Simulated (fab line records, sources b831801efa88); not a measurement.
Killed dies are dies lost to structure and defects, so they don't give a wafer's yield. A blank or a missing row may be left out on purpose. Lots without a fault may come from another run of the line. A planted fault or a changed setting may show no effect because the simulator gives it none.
Which tool did it? | flow gf180mcu | 13 lots, 39 wafers sampled, at 3 steps of a route of 602

WHAT THE GAUGES READ, wafer by wafer
GF_M3_RS_MEAS_05: measures by four-point-probe. Usual: M3_ALCU_RS 0.0697 ohm/sq, standard deviation 0.00074.
lot  | measured     | on            | M3_ALCU_RS (ohm/sq)  | flag
L211 | day 20 08:23 | film_metro-02 | 0.0698 0.0707 0.0701 |
L213 | day 21 04:36 | film_metro-04 | 0.0689 0.0686 0.0692 |
L215 | day 22 08:10 | film_metro-02 | 0.0702 0.0701 0.0699 |
L219 | day 23 21:39 | film_metro-02 | 0.0703 0.0698 0.0689 |
L218 | day 23 21:59 | film_metro-02 | 0.0692 0.0685 0.0691 |
L220 | day 24 18:17 | film_metro-01 | 0.0697 0.0694 0.0695 |
L221 | day 24 18:54 | film_metro-02 | 0.0717 0.0721 0.0711 |
L222 | day 25 01:44 | film_metro-02 | 0.0699 0.0699 0.0696 |
L225 | day 25 22:37 | film_metro-02 | 0.0705 0.0832 0.0701 | OFF
L229 | day 26 17:30 | film_metro-04 | 0.0693 0.0697 0.0694 |
L230 | day 27 02:07 | film_metro-01 | 0.0702 0.0696 0.0707 |
L232 | day 27 14:49 | film_metro-01 | 0.0689 0.0693 0.0691 |
L234 | day 28 03:25 | film_metro-02 | 0.0691 0.0706 0.0698 |

GF_M3_THK_MEAS_06: measures by xrf. Usual: M3_ALCU_THK 460 nm, standard deviation 4.7.
lot  | measured     | on            | M3_ALCU_THK (nm) | flag
L211 | day 20 08:29 | film_metro-02 | 462 455 460      |
L213 | day 21 04:42 | film_metro-04 | 466 468 461      |
L215 | day 22 08:17 | film_metro-02 | 462 462 461      |
L219 | day 23 21:46 | film_metro-02 | 457 461 467      |
L218 | day 23 22:07 | film_metro-02 | 462 469 468      |
L220 | day 24 18:23 | film_metro-01 | 461 462 462      |
L221 | day 24 18:59 | film_metro-02 | 443 443 450      | OFF
L222 | day 25 01:49 | film_metro-02 | 462 460 462      |
L225 | day 25 22:44 | film_metro-02 | 456 403 459      | OFF
L229 | day 26 17:35 | film_metro-04 | 461 458 461      |
L230 | day 27 02:14 | film_metro-01 | 456 463 458      |
L232 | day 27 14:55 | film_metro-01 | 464 465 463      |
L234 | day 28 03:31 | film_metro-02 | 463 454 458      |

WHICH TOOL RAN EACH LOT (tool, then ch and the chambers of the sampled wafers, then the start)
lot  | GF_M3_SPUTTER_02
L211 | pvd_sputter-04, day 20 08:16
L213 | pvd_sputter-01, day 21 04:28
L215 | pvd_sputter-04, day 22 08:04
L219 | pvd_sputter-02, day 23 21:34
L218 | pvd_sputter-01, day 23 21:54
L220 | pvd_sputter-04, day 24 18:10
L221 | pvd_sputter-02, day 24 18:45
L222 | pvd_sputter-04, day 25 01:35
L225 | pvd_sputter-04, day 25 22:32
L229 | pvd_sputter-01, day 26 17:21
L230 | pvd_sputter-01, day 27 02:01
L232 | pvd_sputter-02, day 27 14:41
L234 | pvd_sputter-02, day 28 03:17
- GF_M3_SPUTTER_02: material AlCu, target thk 450 nm, time 23.9 s.

WHAT THE TOOLS THEMSELVES READ (means of the sampled wafers that have a number; where no wafer has one, the mark that the record gives instead)
GF_M3_SPUTTER_02. Usual: throttle_valve_pct 29.6 %, standard deviation 0.48.
lot  | tool           | throttle_valve_pct (%) | flag
L211 | pvd_sputter-04 | 29.3                   |
L213 | pvd_sputter-01 | 30.1                   |
L215 | pvd_sputter-04 | 29.4                   |
L219 | pvd_sputter-02 | 29.6                   |
L218 | pvd_sputter-01 | 30.0                   |
L220 | pvd_sputter-04 | 29.4                   |
L221 | pvd_sputter-02 | 29.7                   |
L222 | pvd_sputter-04 | 29.4                   |
L225 | pvd_sputter-04 | 29.4                   |
L229 | pvd_sputter-01 | 29.9                   |
L230 | pvd_sputter-01 | 29.4                   |
L232 | pvd_sputter-02 | 29.7                   |
L234 | pvd_sputter-02 | 29.7                   |

THE ANSWER, worked out from the rows above alone
Rule: a lot is off if the mean of its wafers that have a number lies more than 3 standard deviations from the usual mean. A lot without any number at a reading at which 4 lots or more have one is off too. The other lots that the step has rows for count as sound. The gauges are gone through in route order, then the tools' own readings, and for those a lot's mean is taken as printed above. The first step at which some lot is off is used, and at that step the reading that is off furthest; a lot without a number counts as furthest.
Off: L225, at GF_M3_RS_MEAS_05 (M3_ALCU_RS).
A tool fits if, at a process step before that reading, it ran every lot that is off, and no sound lot after the first of them. The gauges at GF_M3_RS_MEAS_05 are tried like those tools. One fits: pvd_sputter-04 at GF_M3_SPUTTER_02. Its last sound lot is L222 (day 25 01:35), its first lot that is off L225 (day 25 22:32): a fault that began between those two fits.

WHAT THE SIMULATOR HAD PUT IN
Site profile drift: pvd_sputter-04, from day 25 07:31 on, at GF_M3_SPUTTER_02. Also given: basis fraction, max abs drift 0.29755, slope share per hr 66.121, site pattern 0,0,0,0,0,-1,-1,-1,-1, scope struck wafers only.
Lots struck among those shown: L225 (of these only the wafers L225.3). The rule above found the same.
